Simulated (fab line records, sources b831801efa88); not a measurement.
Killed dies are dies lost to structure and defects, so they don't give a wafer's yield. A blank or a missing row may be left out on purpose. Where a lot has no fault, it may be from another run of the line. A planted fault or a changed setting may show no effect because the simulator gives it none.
Matching of chambers :: flow sky130 :: rie diel-03 running SKY_SONOS_ONO_ETCH_15: 4 sister chambers
The step etches the open film in CHF3/O2, target depth 19.52 nm, time 7.8 s. 7 wafers are shown with their chamber, then 7 later ones without.

WAFERS WITH THEIR CHAMBER
wafer: L537.2
chamber: 2
oes product au (a.u.): 1.001
throttle valve pct (%): 8.828

wafer: L543.5
chamber: 3
oes product au (a.u.): 1.008
throttle valve pct (%): 8.836

wafer: L545.1
chamber: 0
oes product au (a.u.): 0.995
throttle valve pct (%): 8.823

wafer: L545.3
chamber: 3
oes product au (a.u.): 1.001
throttle valve pct (%): 8.832

wafer: L545.5
chamber: 1
oes product au (a.u.): 1.009
throttle valve pct (%): 8.825

wafer: L549.3
chamber: 1
oes product au (a.u.): 0.994
throttle valve pct (%): 8.829

wafer: L549.4
chamber: 0
oes product au (a.u.): 0.993
throttle valve pct (%): 8.812

WAFERS WITH NO CHAMBER GIVEN
wafer: L549.6
oes product au (a.u.): 0.996
throttle valve pct (%): 8.822

wafer: L551.1
oes product au (a.u.): 1.005
throttle valve pct (%): 8.827

wafer: L551.4
oes product au (a.u.): 0.991
throttle valve pct (%): 8.828

wafer: L551.6
oes product au (a.u.): 0.990
throttle valve pct (%): 8.827

wafer: L550.1
oes product au (a.u.): 0.996
throttle valve pct (%): 8.846

wafer: L550.2
oes product au (a.u.): 1.003
throttle valve pct (%): 8.820

wafer: L550.3
oes product au (a.u.): 0.988
throttle valve pct (%): 8.836

CHAMBER TAKEN BY EACH
wafer: L549.6
from the rows above: can't be placed: 0 or 1 or 2 or 3
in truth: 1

wafer: L551.1
from the rows above: can't be placed: 1 or 2 or 3 or 0
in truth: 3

wafer: L551.4
from the rows above: can't be placed: 2 or 1 or 0 or 3
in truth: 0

wafer: L551.6
from the rows above: can't be placed: 2 or 1 or 0 or 3
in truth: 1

wafer: L550.1
from the rows above: can't be placed: 3 or 2 or 1
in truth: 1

wafer: L550.2
from the rows above: can't be placed: 1 or 0 or 2 or 3
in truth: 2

wafer: L550.3
from the rows above: can't be placed: 3 or 2 or 1 or 0
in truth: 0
Correctly placed: 0 of 7. Can't be placed from these rows: 7 (the true chamber is among the candidates in 7). 0 placed wrongly.
How it was worked out, from the rows above alone: a wafer's distance from a chamber is the root of the sum, over the readings, of the square of ((its reading less the chamber's mean) divided by the reading's scatter). If the next closest chamber is less than 2 further off than the closest, the wafer can't be placed; otherwise it belongs to the closest. A chamber's mean is the mean of its shown wafers. The scatter is the square root of a quotient: the sum, over the shown wafers, of each reading's squared deviation from its chamber's mean, divided by wafers minus chambers.
